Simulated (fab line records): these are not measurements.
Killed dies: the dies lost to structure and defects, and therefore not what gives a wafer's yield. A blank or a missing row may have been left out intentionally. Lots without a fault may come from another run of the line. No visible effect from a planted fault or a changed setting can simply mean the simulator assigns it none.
fab line records	flow gf180mcu
record lots=5	wafers=15	last_day=34
route steps=602 shown V3@437
lots with no fault: from the same line, run without faults
start_h: start of the lot's first displayed wafer, in hours after the record's first day	wait_h: how many hours have passed since the lot's step before this one	" as in the row above	L1.1+2: one row covering several wafers at once	- no value, or no start given	* or withheld: withheld	< > ~ a bound
route shown NAME@n: names a module that has steps shown in the file, with the first one's number in the route	usual: mean and standard deviation over wafers with no fault	same: alike in all rows	chamber/n: place in a boat	sites: each site's reading	_std_site: the standard deviation of these	_edge_site: outer sites' mean less inner sites'	radius_mm: how far each site lies from the wafer's centre	mask NAME#n: copy n	behind: tool/chamber where the wafer was last shaped	hold: reason for holding the lot/hours on hold/outcome of the hold	device: transistor that didn't switch, given as n, p or np	end of line: the tests these same wafers got at the end of their route	where a step has no rows: the recipe by itself	killed: count of dies lost to structure and defects at first sort (not the wafer's yield)	map: dies across one wafer; x = killed, . = not, _ = none there
set.NAME: the setting the step ran with; set.NAME@STEP: the setting that earlier step ran with	model.NAME: the simulator's own value behind a step, which no gauge read
certain route steps with their lots: each step a table, each wafer a row
services: the hour from which a tool's chamber was out of use, counted from the record's first day as start_h (under 0 if before that day), plus the number of hours and why
## steps
# step GF_V3_COAT_08
# recipe resist=BARC	temp_c=withheld	time_s=withheld	spin_rpm=withheld	resist_thk_nm=withheld
lot.wafer	tool	chamber	start_h	wait_h
L078.1+4+6	litho_track-02	0	540.31	0.1
L079.2+4+6	litho_track-02	0	548.94	0.1
L094.2+3+4	litho_track-04	0	663.58	0.1
L096.4+5+6	litho_track-04	0	678.48	0.1
L097.1+4+6	litho_track-02	0	680.31	0.1
# step GF_V3_COAT_09
# recipe resist=KrF	spin_rpm=withheld	resist_thk_nm=1000
lot.wafer	tool	chamber	start_h	wait_h
L078.1+4+6	litho_track-02	0	-	-
L079.2+4+6	litho_track-02	0	-	-
L094.2+3+4	litho_track-04	0	-	-
L096.4+5+6	litho_track-04	0	-	-
L097.1+4+6	litho_track-02	0	-	-
# step GF_V3_SOFTBAKE_10
# recipe temp_c=130	time_s=60	resist=KrF
lot.wafer	tool	chamber	start_h	wait_h
L078.1+4+6	litho_track-02	0	-	-
L079.2+4+6	litho_track-02	0	-	-
L094.2+3+4	litho_track-04	0	-	-
L096.4+5+6	litho_track-04	0	-	-
L097.1+4+6	litho_track-02	0	-	-
# step GF_V3_EXPOSE_11
# recipe mask_id=Via3	target_cd_nm=260	na=0.68	source_shape=conventional	sigma_outer=0.6	dose_mj=38
# usual exposure_dose_mJ_cm2=37.80/0.033
lot.wafer	tool	chamber	start_h	wait_h	mask	exposure_dose_mJ_cm2
L078.1	krf_scanner-01	0	-	-	Via3#0	37.75
L078.4	"	0	"	"	Via3#0	37.76
L078.6	"	0	"	"	Via3#0	37.80
L079.2	krf_scanner-02	0	-	-	Via3#0	37.82
L079.4	"	0	"	"	Via3#0	37.79
L079.6	"	0	"	"	Via3#0	37.79
L094.2	krf_scanner-02	0	-	-	Via3#0	37.84
L094.3	"	0	"	"	Via3#0	37.85
L094.4	"	0	"	"	Via3#0	37.87
L096.4	krf_scanner-02	0	-	-	Via3#0	37.85
L096.5	"	0	"	"	Via3#0	37.84
L096.6	"	0	"	"	Via3#0	37.81
L097.1	krf_scanner-01	0	-	-	Via3#0	37.85
L097.4	"	0	"	"	Via3#0	37.78
L097.6	"	0	"	"	Via3#0	37.79
# step GF_V3_PEB_12
# recipe peb_temp_c=135	peb_time_s=92.76	resist=KrF
# usual plate_sensor_t_centre_C=136.13/0.0094	plate_sensor_t_edge_C=136.29/0.011
lot.wafer	tool	chamber	start_h	wait_h	plate_sensor_t_centre_C	plate_sensor_t_edge_C
L078.1	litho_track-02	0	-	-	136.13	136.31
L078.4	"	0	"	"	136.14	136.29
L078.6	"	0	"	"	136.12	136.28
L079.2	litho_track-04	0	-	-	136.14	136.32
L079.4	"	0	"	"	136.14	136.31
L079.6	"	0	"	"	136.11	136.32
L094.2	litho_track-01	0	-	-	136.11	136.31
L094.3	"	0	"	"	136.11	136.3
L094.4	"	0	"	"	136.14	136.3
L096.4	litho_track-04	0	-	-	136.12	136.29
L096.5	"	0	"	"	136.12	136.3
L096.6	"	0	"	"	136.12	136.31
L097.1	litho_track-04	0	-	-	136.13	136.28
L097.4	"	0	"	"	136.13	136.28
L097.6	"	0	"	"	136.12	136.29
# step GF_V3_DEVELOP_13
# recipe develop_time_s=60	resist=KrF	dev_temp_c=21
lot.wafer	tool	chamber	start_h	wait_h
L078.1+4+6	litho_track-02	0	552.11	0.2
L079.2+4+6	litho_track-04	0	560.08	0.2
L094.2+3+4	litho_track-01	0	673.38	0.2
L096.4+5+6	litho_track-04	0	688.88	0.1
L097.1+4+6	litho_track-04	0	689.76	0.2
# step GF_V3_CD_MEAS_14
# recipe target_cd_nm=260
# usual cd_nm=260.0/1.2
lot.wafer	tool	chamber	start_h	wait_h	cd_nm
L078.1	cd_sem-02	-	552.26	0.1	259.6
L078.4	"	-	"	"	259.6
L078.6	"	-	"	"	261.6
L079.2	cd_sem-02	-	560.23	0.1	260.4
L079.4	"	-	"	"	259.2
L079.6	"	-	"	"	260.0
L094.2	cd_sem-01	-	673.53	0.1	261.1
L094.3	"	-	"	"	260.4
L094.4	"	-	"	"	260.3
L096.4	cd_sem-02	-	689.04	0.1	259.7
L096.5	"	-	"	"	259.7
L096.6	"	-	"	"	259.6
L097.1	cd_sem-02	-	689.91	0.1	260.3
L097.4	"	-	"	"	260.7
L097.6	"	-	"	"	258.7
# step GF_V3_OVL_MEAS_15
# usual V3_OVL=-1/5.9
lot.wafer	tool	chamber	start_h	wait_h	V3_OVL[nm]
L078.1	overlay-01	-	552.38	0.1	-9
L078.4	"	-	"	"	-12
L078.6	"	-	"	"	-9
L079.2	overlay-01	-	560.34	0.1	5
L079.4	"	-	"	"	-6
L079.6	"	-	"	"	4
L094.2	overlay-01	-	673.63	0.1	0
L094.3	"	-	"	"	-5
L094.4	"	-	"	"	0
L096.4	overlay-01	-	689.11	0.1	6
L096.5	"	-	"	"	4
L096.6	"	-	"	"	0
L097.1	overlay-01	-	690.03	0.1	-3
L097.4	"	-	"	"	-8
L097.6	"	-	"	"	-1
# step GF_V3_ETCH_16
# recipe chemistry=N2/H2	target_depth_a=withheld	overetch_a=withheld	time_s=withheld	target=BARC	ion_energy_ev=200	source_w=500	bias_w=100	pressure_mtorr=30	n2_flow_sccm=100	h2_flow_sccm=200
# usual bias_w=100.05/0.3	drypump_motor_current_A=5.6/0.31	oes_product_au=0.855/0.0046	throttle_valve_pct=13.224/0.0089
lot.wafer	tool	chamber	start_h	wait_h	bias_w	drypump_motor_current_A	oes_product_au	throttle_valve_pct
L078.1	rie_diel-01	2	552.42	0.0	100.29	5.9	0.854	13.211
L078.4	"	0	"	"	99.29	5.8	0.851	13.230
L078.6	"	0	"	"	99.97	5.8	0.851	13.232
L079.2	rie_diel-04	3	560.37	0.0	100.11	5.4	0.853	13.239
L079.4	"	0	"	"	99.78	5.0	0.858	13.227
L079.6	"	3	"	"	100.27	5.4	0.853	13.228
L094.2	rie_diel-04	3	673.66	0.0	100.12	5.4	0.855	13.227
L094.3	"	2	"	"	100.46	5.2	0.856	13.221
L094.4	"	0	"	"	100.32	5.0	0.859	13.219
L096.4	rie_diel-01	3	689.13	0.0	100.10	6.0	0.852	13.239
L096.5	"	3	"	"	99.75	6.0	0.859	13.222
L096.6	"	2	"	"	99.80	5.9	0.852	13.229
L097.1	rie_diel-04	0	690.06	0.0	99.68	5.1	0.854	13.220
L097.4	"	1	"	"	99.86	5.8	0.848	13.224
L097.6	"	3	"	"	100.36	5.4	0.866	13.227
# step GF_V3_ETCH_17
# recipe chemistry=C4F8/O2/Ar	mask_material=KrF	target=SiO2	stop_on=TiN	source_w=1500	bias_w=1200	pressure_mtorr=40	c4f8_flow_sccm=withheld	O2_flow_sccm=6	Ar_flow_sccm=300	time_s=withheld	target_depth_a=6350
# usual bias_w=1199/3.5	oes_product_au=0.856/0.0049
lot.wafer	tool	chamber	start_h	wait_h	bias_w	oes_product_au
L078.1	rie_diel-01	2	-	-	1199	0.848
L078.4	"	0	"	"	1200	0.847
L078.6	"	0	"	"	1198	0.861
L079.2	rie_diel-04	3	-	-	1203	0.851
L079.4	"	0	"	"	1203	0.852
L079.6	"	3	"	"	1202	0.858
L094.2	rie_diel-04	3	-	-	1197	0.855
L094.3	"	2	"	"	1199	0.854
L094.4	"	0	"	"	1202	0.854
L096.4	rie_diel-01	3	-	-	1203	0.847
L096.5	"	3	"	"	1198	0.857
L096.6	"	2	"	"	1197	0.848
L097.1	rie_diel-04	3	-	-	1196	0.858
L097.4	"	2	"	"	1204	0.851
L097.6	"	0	"	"	1197	0.859
# step GF_V3_STRIP_18
# recipe chemistry=O2/N2	power_w=1400	pressure_mtorr=1500	platen_temp_c=250	o2_flow_sccm=3000	n2_flow_sccm=300	overash_fraction=0.5
# usual drypump_motor_current_A=5.8/0.73	heater_power_w=324/11	oes_product_au=0.593/0.0047
lot.wafer	tool	chamber	start_h	wait_h	drypump_motor_current_A	heater_power_w	oes_product_au	rf_hours_counter_h
L078.1	plasma_asher-02	1	552.55	-	6.4	310	0.589	37
L078.4	"	1	"	"	6.4	309	0.593	-
L078.6	"	1	"	"	6.4	310	0.597	-
L079.2	plasma_asher-03	0	560.49	-	5.3	344	0.588	99
L079.4	"	1	"	"	5.7	327	0.595	-
L079.6	"	0	"	"	5.3	340	0.591	-
L094.2	plasma_asher-04	1	673.79	-	6.7	327	0.596	24
L094.3	"	1	"	"	6.8	328	0.598	-
L094.4	"	0	"	"	4.9	327	0.597	-
L096.4	plasma_asher-03	1	689.29	-	5.7	332	0.594	-
L096.5	"	0	"	"	5.3	358	0.598	-
L096.6	"	1	"	"	5.7	326	0.591	-
L097.1	plasma_asher-04	0	690.19	-	5.0	325	0.595	26
L097.4	"	0	"	"	4.9	324	0.589	-
L097.6	"	0	"	"	5.0	324	0.590	-
# step GF_V3_STRIP_19
# recipe chemistry=post_etch_residue_remover	time_s=1200	temp_c=72.5
# usual temp_c=72.50/0.11
lot.wafer	tool	chamber	start_h	wait_h	temp_c
L078.1	wet_bench-01	0	552.65	0.1	72.56
L078.4	"	0	"	"	72.64
L078.6	"	0	"	"	72.59
L079.2	wet_bench-01	2	560.59	0.1	72.60
L079.4	"	2	"	"	72.47
L079.6	"	2	"	"	72.69
L094.2	wet_bench-01	3	673.89	0.1	72.75
L094.3	"	3	"	"	72.62
L094.4	"	3	"	"	72.79
L096.4	wet_bench-04	0	689.36	0.0	72.36
L096.5	"	0	"	"	72.29
L096.6	"	0	"	"	72.42
L097.1	wet_bench-02	1	690.29	0.1	72.49
L097.4	"	1	"	"	72.53
L097.6	"	1	"	"	72.57
# step GF_V3_CLEAN_20
# recipe chemistry=DIW	dry=n2_spin
lot.wafer	tool	chamber	start_h	wait_h
L078.1+4+6	wet_bench-02	2	553.02	0.0
L079.2+4+6	wet_bench-01	0	560.97	0.0
L094.2+3+4	wet_bench-02	3	674.23	0.0
L096.4+5+6	wet_bench-01	1	689.73	0.0
L097.1+4+6	wet_bench-04	0	690.67	0.0
# step GF_V3_SPUTTER_21
# recipe material=Ti	target_thk_nm=15	chamber_pressure_pa=5	power_w=2500	substrate_temp_c=200	time_s=80.02
# usual throttle_valve_pct=29.6/0.9
lot.wafer	tool	chamber	start_h	wait_h	throttle_valve_pct
L078.1	pvd_sputter-01	-	553.11	0.0	30.1
L078.4	"	-	"	"	29.5
L078.6	"	-	"	"	28.9
L079.2	pvd_sputter-01	-	561.07	0.0	28.3
L079.4	"	-	"	"	30.0
L079.6	"	-	"	"	29.3
L094.2	pvd_sputter-04	-	674.33	0.0	28.2
L094.3	"	-	"	"	30.5
L094.4	"	-	"	"	30.4
L096.4	pvd_sputter-01	-	689.82	0.0	30.0
L096.5	"	-	"	"	29.9
L096.6	"	-	"	"	29.7
L097.1	pvd_sputter-01	-	690.87	0.0	29.7
L097.4	"	-	"	"	28.2
L097.6	"	-	"	"	30.0
# step GF_V3_SPUTTER_22
# recipe material=TiN	target_thk_nm=10	chamber_pressure_pa=5	power_w=4000	time_s=40
# usual throttle_valve_pct=29.6/0.88
lot.wafer	tool	chamber	start_h	wait_h	throttle_valve_pct
L078.1	pvd_sputter-01	-	553.17	0.0	29.8
L078.4	"	-	"	"	29.1
L078.6	"	-	"	"	29.5
L079.2	pvd_sputter-01	-	561.13	0.0	28.3
L079.4	"	-	"	"	30.1
L079.6	"	-	"	"	29.2
L094.2	pvd_sputter-04	-	674.39	0.0	28.1
L094.3	"	-	"	"	30.5
L094.4	"	-	"	"	30.2
L096.4	pvd_sputter-01	-	689.89	0.0	30.1
L096.5	"	-	"	"	30.0
L096.6	"	-	"	"	29.6
L097.1	pvd_sputter-01	-	690.93	0.0	29.9
L097.4	"	-	"	"	27.9
L097.6	"	-	"	"	30.0
# step GF_V3_CVD_23
# recipe material=W	target_thk_nm=350	time_s=104.9	temp_c=400	pressure_torr=40
# usual chamber_pressure_Torr=40.00/0.092	heater_power_outer_w=590/28	heater_power_w=990/64	susceptor_temp_C=399.97/0.24
lot.wafer	tool	chamber	start_h	wait_h	chamber_pressure_Torr	heater_power_outer_w	heater_power_w	susceptor_temp_C
L078.1	cvd_w-02	1	553.21	0.0	39.89	554	947	399.77
L078.4	"	0	"	"	39.89	622	1049	399.71
L078.6	"	0	"	"	40.11	620	1057	400.17
L079.2	cvd_w-02	1	561.17	0.0	40.15	551	951	399.42
L079.4	"	1	"	"	40.00	557	949	399.62
L079.6	"	0	"	"	39.99	605	1042	400.16
L094.2	cvd_w-02	1	674.43	0.0	40.07	595	936	400.11
L094.3	"	0	"	"	40.03	624	1058	400.03
L094.4	"	1	"	"	40.10	573	953	400.28
L096.4	cvd_w-02	0	689.96	0.1	40.00	623	1035	400.35
L096.5	"	0	"	"	39.95	623	1065	399.70
L096.6	"	1	"	"	40.06	569	943	399.97
L097.1	cvd_w-02	0	690.97	0.0	39.92	608	1054	399.82
L097.4	"	0	"	"	39.87	621	1081	399.89
L097.6	"	1	"	"	40.03	580	961	399.91
# step GF_V3_RS_MEAS_24
# recipe thk_meas_gauge=four-point-probe	reads=W_of_V3_CVD_23+TiN_of_V3_SPUTTER_22+Ti_of_V3_SPUTTER_21
# usual V3_W_RS=0.329/0.0043
lot.wafer	tool	chamber	start_h	wait_h	V3_W_RS[ohm/sq]
L078.1	film_metro-03	-	553.33	0.1	0.328
L078.4	"	-	"	"	0.335
L078.6	"	-	"	"	0.330
L079.2	film_metro-04	-	561.30	0.1	0.326
L079.4	"	-	"	"	0.325
L079.6	"	-	"	"	0.330
L094.2	film_metro-03	-	674.56	0.1	0.330
L094.3	"	-	"	"	0.333
L094.4	"	-	"	"	0.328
L096.4	film_metro-03	-	690.10	0.1	0.335
L096.5	"	-	"	"	0.333
L096.6	"	-	"	"	0.333
L097.1	film_metro-04	-	691.08	0.1	0.334
L097.4	"	-	"	"	0.339
L097.6	"	-	"	"	0.338
# step GF_V3_THK_MEAS_25
# recipe thk_meas_gauge=xrf	reads=W_of_V3_CVD_23
# usual V3_W_THK=351/7
lot.wafer	tool	chamber	start_h	wait_h	V3_W_THK[nm]
L078.1	film_metro-03	-	553.45	0.1	357
L078.4	"	-	"	"	348
L078.6	"	-	"	"	352
L079.2	film_metro-04	-	561.41	0.1	348
L079.4	"	-	"	"	348
L079.6	"	-	"	"	343
L094.2	film_metro-03	-	674.67	0.1	351
L094.3	"	-	"	"	349
L094.4	"	-	"	"	354
L096.4	film_metro-03	-	690.19	0.1	348
L096.5	"	-	"	"	348
L096.6	"	-	"	"	350
L097.1	film_metro-04	-	691.20	0.1	336
L097.4	"	-	"	"	333
L097.6	"	-	"	"	333
## services
tool	chamber	start_h	hours	kind
wet_bench-04	-	520.86	91.8	repair
cvd_w-02	-	523.40	6.9	pm
krf_scanner-02	-	523.86	0.8	pm
krf_scanner-02	-	529.17	1.3	pm
plasma_asher-04	-	537.46	15.6	pm
krf_scanner-02	-	538.20	3.1	repair
rie_diel-04	2	545.66	12.1	repair
rie_diel-04	0	547.66	6.3	repair
krf_scanner-02	-	557.63	1.0	pm
pvd_sputter-04	-	564.96	0.5	repair
cvd_w-02	1	567.14	14.8	repair
krf_scanner-01	-	572.65	1.0	pm
rie_diel-01	0	575.82	14.0	repair
rie_diel-04	2	578.51	10.1	repair
plasma_asher-04	-	579.14	2.8	pm
krf_scanner-01	-	579.92	1.3	pm
wet_bench-02	-	604.12	3.8	repair
krf_scanner-02	-	607.10	4.0	repair
rie_diel-04	3	607.38	12.5	repair
pvd_sputter-01	-	608.73	1.3	repair
krf_scanner-01	-	611.73	7.2	pm
pvd_sputter-01	-	621.96	0.6	repair
pvd_sputter-01	-	652.32	0.7	repair
rie_diel-04	1	690.19	1.6	repair
## key
fault none
